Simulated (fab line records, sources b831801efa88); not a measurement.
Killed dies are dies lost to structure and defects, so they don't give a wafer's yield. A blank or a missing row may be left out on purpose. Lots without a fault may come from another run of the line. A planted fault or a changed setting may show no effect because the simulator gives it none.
One fault seen from 2 desks | flow sky130 | each desk has only its own numbers; what lay behind them comes last

THE TOOL OWNER'S DESK: pvd_sputter-03
The tool's own readings at SKY_METAL2_SPUTTER_04 (material TiN, target thk 70 nm, time 58.3 s): means of the sampled wafers that have a number, for each lot that ran on this tool. A lot is out of limits, marked OUT, if its mean lies more than 4 standard deviations from the usual mean; the brackets give that distance.
Columns: A = chamber_pressure_pa at SKY_METAL2_SPUTTER_04, usual 0.4000 Pa; B = throttle_valve_pct at SKY_METAL2_SPUTTER_04, usual 30.3 %
lot  | first seen here | A      | B
L883 | day 35 13:36    | 0.4001 | 30.9
L896 | day 39 08:51    | 0.4005 | 31.1
L898 | day 40 01:08    | 0.4000 | 29.9
This desk's finding: nothing out of limits on any of the 3 lots.

THE METROLOGY DESK
What the gauges read, lot by lot, whatever tool the lot ran on: means of the sampled wafers that have a number. A lot is out of limits, marked OUT, if its mean lies more than 4 standard deviations from the usual mean; the brackets give that distance.
Columns: A = VIA1_W_RS at SKY_VIA1_RS_MEAS_22, usual 0.427 ohm/sq; B = VIA1_W_THK at SKY_VIA1_THK_MEAS_23, usual 273 nm; C = METAL2_ALCU_RS at SKY_METAL2_RS_MEAS_05, usual 0.1268 ohm/sq; D = METAL2_ALCU_THK at SKY_METAL2_THK_MEAS_06, usual 248.3 nm; E = cd_nm at SKY_METAL2_CD_MEAS_15, usual 139.7 nm; F = METAL2_OVL at SKY_METAL2_OVL_MEAS_16, usual 0 nm
lot  | first seen here | A     | B   | C      | D     | E     | F
L883 | day 35 13:02    | 0.425 | 277 | 0.1266 | 249.1 | 141.1 | 8
L886 | day 37 00:24    | 0.425 | 275 | 0.1269 | 249.2 | 139.7 | 4
L896 | day 39 08:19    | 0.420 | 278 | 0.1265 | 248.3 | 141.8 | -3
L898 | day 40 00:35    | 0.433 | 270 | 0.1247 | 250.9 | 140.0 | -3
L900 | day 40 11:16    | 0.434 | 266 | 0.1263 | 250.5 | 139.0 | 1
L903 | day 41 07:17    | 0.432 | 267 | 0.1279 | 247.8 | 141.3 | -3
This desk's finding: nothing out of limits on any of the 6 lots.

PUT TOGETHER
The tool owner's desk saw nothing out of limits.
The metrology desk saw nothing out of limits.

WHAT THE SIMULATOR HAD PUT IN
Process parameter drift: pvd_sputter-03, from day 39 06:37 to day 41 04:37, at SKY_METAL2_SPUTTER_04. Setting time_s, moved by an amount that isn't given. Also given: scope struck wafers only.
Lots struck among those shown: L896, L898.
